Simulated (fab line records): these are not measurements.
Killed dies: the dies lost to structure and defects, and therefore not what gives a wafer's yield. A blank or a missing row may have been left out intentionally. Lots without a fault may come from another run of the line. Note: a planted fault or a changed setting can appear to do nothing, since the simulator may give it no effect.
Matching of chambers || flow sky130 || cmp-01 running SKY_VIA1_CMP_02: 3 sister chambers
The step polishes SiO2. 3 wafers are shown with their chamber, then 6 later ones without.

== WAFERS WITH THEIR CHAMBER ==
{"wafer": "L351.5", "chamber": 2, "motor-current-A (A)": 14.0}
{"wafer": "L361.1", "chamber": 3, "motor-current-A (A)": 10.8}
{"wafer": "L361.3", "chamber": 0, "motor-current-A (A)": 12.1}

== WAFERS WITHOUT THEIR CHAMBER ==
{"wafer": "L361.5", "motor-current-A (A)": 12.7}
{"wafer": "L364.1", "motor-current-A (A)": 12.1}
{"wafer": "L364.5", "motor-current-A (A)": 13.8}
{"wafer": "L366.2", "motor-current-A (A)": 10.8}
{"wafer": "L366.3", "motor-current-A (A)": 13.4}
{"wafer": "L366.5", "motor-current-A (A)": 13.3}

== WHICH CHAMBER EACH WENT THROUGH ==
{"wafer": "L361.5", "from the rows above": "can't be placed: 0 or 2", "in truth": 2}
{"wafer": "L364.1", "from the rows above": 0, "in truth": 0}
{"wafer": "L364.5", "from the rows above": 2, "in truth": 2}
{"wafer": "L366.2", "from the rows above": 3, "in truth": 3}
{"wafer": "L366.3", "from the rows above": "can't be placed: 2 or 0", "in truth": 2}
{"wafer": "L366.5", "from the rows above": "can't be placed: 2 or 0", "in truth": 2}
Placed correctly: 3 of 6. Can't be placed from these rows: 3 (the true chamber is among the candidates in 3). 0 placed wrongly.
How it was worked out, from the rows above alone: a wafer's distance from a chamber is the root of the sum, over the readings, of the square of ((its reading less the chamber's mean) divided by the reading's scatter). The wafer belongs to the nearest chamber; if the next one is less than 2 further off, it can't be placed. The mean given for a chamber averages the wafers shown for that chamber. The scatter (one wafer shown for each chamber): square how far every hidden wafer sits from the nearest shown wafer, average those squares and take the square root.
